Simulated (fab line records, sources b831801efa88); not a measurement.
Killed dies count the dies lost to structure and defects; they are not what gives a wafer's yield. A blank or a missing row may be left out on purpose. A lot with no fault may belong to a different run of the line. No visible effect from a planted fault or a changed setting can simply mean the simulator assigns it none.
Which tool is to blame? | flow gf180mcu | 10 lots, 30 wafers sampled, at 6 steps of a route of 602

## WHAT THE GAUGES READ, wafer by wafer
GF_V4_BOW_MEAS_05.
lot  | measured     | on           | V4_BOW (um)
L337 | day 24 16:55 | filmMetro-04 | 142 138 133
L338 | day 24 18:54 | filmMetro-04 | 123 131 122
L339 | day 25 04:52 | filmMetro-01 | 134 132 130
L343 | day 26 22:13 | filmMetro-01 | 132 125 137
L345 | day 27 06:29 | filmMetro-01 | 134 117 118
L348 | day 27 23:29 | filmMetro-02 | 135 136 135
L356 | day 30 10:08 | filmMetro-04 | 126 142 150
L357 | day 30 21:28 | filmMetro-02 | 127 130 131
L358 | day 31 00:00 | filmMetro-01 | 135 144 143
L359 | day 31 06:08 | filmMetro-01 | 138 137 142

GF_V5_RS_MEAS_24: uses a four-point probe to measure.
lot  | measured     | on           | V5_W_RS (ohm/sq)
L337 | day 28 10:56 | filmMetro-02 | 0.332 0.330 0.331
L338 | day 28 12:05 | filmMetro-02 | 0.335 0.330 0.336
L339 | day 28 21:17 | filmMetro-02 | 0.321 0.325 0.325
L343 | day 30 10:29 | filmMetro-03 | 0.323 0.323 0.194
L345 | day 30 18:47 | filmMetro-02 | 0.328 0.195 0.195
L348 | day 31 09:15 | filmMetro-03 | 0.330 0.334 0.331
L356 | day 33 12:59 | filmMetro-03 | 0.327 0.332 0.333
L357 | day 33 23:12 | filmMetro-01 | 0.328 0.331 0.330
L358 | day 34 01:29 | filmMetro-02 | 0.328 0.330 0.335
L359 | day 34 05:53 | filmMetro-03 | 0.329 0.326 0.332

GF_V5_THK_MEAS_25: measures by xrf.
lot  | measured     | on           | V5_W_THK (nm)
L337 | day 28 11:03 | filmMetro-02 | 370 372 371
L338 | day 28 12:12 | filmMetro-02 | 365 371 364
L339 | day 28 21:24 | filmMetro-02 | 385 380 378
L343 | day 30 10:37 | filmMetro-03 | 368 370 -
L345 | day 30 18:55 | filmMetro-02 | 375 - -
L348 | day 31 09:22 | filmMetro-03 | 366 362 363
L356 | day 33 13:07 | filmMetro-03 | 371 366 364
L357 | day 33 23:19 | filmMetro-01 | 374 366 371
L358 | day 34 01:36 | filmMetro-02 | 368 367 361
L359 | day 34 05:59 | filmMetro-03 | 365 369 363

## TOOL THAT RAN EACH LOT (tool first, then ch and the chambers of the sampled wafers, then the start)
lot  | GF_V4_STRIP_18                      | GF_MIM_SPUTTER_03           | GF_V5_CVD_23
L337 | plasmaAsher-04 ch 0,1, day 25 14:36 | pvdSputter-04, day 25 15:59 | cvdW-02 ch 1, day 28 10:47
L338 | plasmaAsher-03 ch 0,1, day 25 16:32 | pvdSputter-04, day 25 17:56 | cvdW-02 ch 0,1, day 28 11:57
L339 | plasmaAsher-03 ch 0,1, day 26 02:39 | pvdSputter-03, day 26 04:02 | cvdW-01 ch 1, day 28 21:09
L343 | plasmaAsher-02 ch 0,1, day 27 19:21 | pvdSputter-01, day 27 20:46 | cvdW-01 ch 0,1, day 30 10:23
L345 | plasmaAsher-02 ch 0,1, day 28 03:58 | pvdSputter-04, day 28 05:41 | cvdW-01 ch 0,1, day 30 18:41
L348 | plasmaAsher-04 ch 1, day 28 19:32   | pvdSputter-01, day 28 20:55 | cvdW-02 ch 0,1, day 31 09:07
L356 | plasmaAsher-02 ch 0,1, day 31 04:49 | pvdSputter-01, day 31 06:16 | cvdW-01 ch 0,1, day 33 12:52
L357 | plasmaAsher-02 ch 0,1, day 31 16:11 | pvdSputter-03, day 31 17:35 | cvdW-02 ch 0, day 33 23:02
L358 | plasmaAsher-02 ch 0,1, day 31 18:52 | pvdSputter-01, day 31 20:16 | cvdW-01 ch 0,1, day 34 01:22
L359 | plasmaAsher-02 ch 0,1, day 32 00:13 | pvdSputter-04, day 32 01:35 | cvdW-01 ch 0,1, day 34 05:46
- GF_V4_STRIP_18: strips in O2/N2.
- GF_MIM_SPUTTER_03: material Ti, target thk 10 nm, time 6.7 s.
- GF_V5_CVD_23: deposits W, target thk 350 nm, time 104.9 s.

## AS READ BY THE TOOLS THEMSELVES (means over the sampled wafers that have a number; for cases with no such wafer, the mark the record gives instead)
GF_V4_STRIP_18.
lot  | tool           | drypumpMotorCurrentA (A) | heaterPowerW (W) | o2FlowSccm (sccm) | oesProductAu (a.u.)
L337 | plasmaAsher-04 | 5.96                     | 360              | 3007              | 0.593
L338 | plasmaAsher-03 | 5.65                     | 282              | 3012              | 0.596
L339 | plasmaAsher-03 | 5.66                     | 293              | 2994              | 0.597
L343 | plasmaAsher-02 | 5.74                     | 335              | 3001              | 0.598
L345 | plasmaAsher-02 | 5.74                     | 341              | 3007              | 0.594
L348 | plasmaAsher-04 | 5.83                     | 380              | 2989              | 0.596
L356 | plasmaAsher-02 | 5.75                     | 341              | 2990              | 0.588
L357 | plasmaAsher-02 | 5.75                     | 343              | 3005              | 0.591
L358 | plasmaAsher-02 | 5.73                     | 341              | 3003              | 0.591
L359 | plasmaAsher-02 | 5.76                     | 339              | 2999              | 0.590

GF_MIM_SPUTTER_03.
lot  | tool          | chamberPressurePa (Pa) | throttleValvePct (%)
L337 | pvdSputter-04 | 0.3000                 | 30.2
L338 | pvdSputter-04 | 0.3010                 | 29.6
L339 | pvdSputter-03 | 0.2996                 | 28.8
L343 | pvdSputter-01 | 0.2997                 | 31.1
L345 | pvdSputter-04 | 0.2995                 | 28.9
L348 | pvdSputter-01 | 0.3003                 | 31.0
L356 | pvdSputter-01 | 0.2996                 | 31.2
L357 | pvdSputter-03 | 0.3003                 | 28.8
L358 | pvdSputter-01 | 0.3002                 | 31.3
L359 | pvdSputter-04 | 0.3000                 | 28.9

GF_V5_CVD_23.
lot  | tool    | heaterPowerW (W) | susceptorTempC (C)
L337 | cvdW-02 | 856              | 400.01
L338 | cvdW-02 | 769              | 400.00
L339 | cvdW-01 | 974              | 400.26
L343 | cvdW-01 | 801              | 399.96
L345 | cvdW-01 | 804              | 399.72
L348 | cvdW-02 | 798              | 400.10
L356 | cvdW-01 | 889              | 399.85
L357 | cvdW-02 | 724              | 399.85
L358 | cvdW-01 | 892              | 400.09
L359 | cvdW-01 | 894              | 399.92

## THE ANSWER, worked out from the rows above alone
Rule: usual is defined by the lots themselves. Put in order of their means at a reading, lots are off if they are a third of the lots or fewer, leave a main group of 4 or more, and stand apart from it by a gap of 3 or more times the standard deviation of the main group's means; of several such gaps the widest counts. A main group whose means are all the same, to the digits that the tables above print for the reading, isn't used. A lot without any number at a reading at which 4 lots or more have one is off too. All remaining lots with rows at the step are treated as sound. After the gauges, taken in route order, come the tools' own readings; for these a lot's mean is taken, as printed above. The first step at which some lot is off is used, and at that step the reading that is off furthest; a lot without a number counts as furthest.
Off: L343, L345, at GF_V5_RS_MEAS_24 (V5_W_RS). For the main group the mean is 0.330 ohm/sq and the standard deviation 0.0027.
If a tool, at a process step before that reading, ran all the lots that are off and no sound lot after the first of them, it fits. Gauges at GF_V5_RS_MEAS_24: tried the same way as those tools. Of those tried, none fits.

## WHAT THE SIMULATOR HAD INSERTED
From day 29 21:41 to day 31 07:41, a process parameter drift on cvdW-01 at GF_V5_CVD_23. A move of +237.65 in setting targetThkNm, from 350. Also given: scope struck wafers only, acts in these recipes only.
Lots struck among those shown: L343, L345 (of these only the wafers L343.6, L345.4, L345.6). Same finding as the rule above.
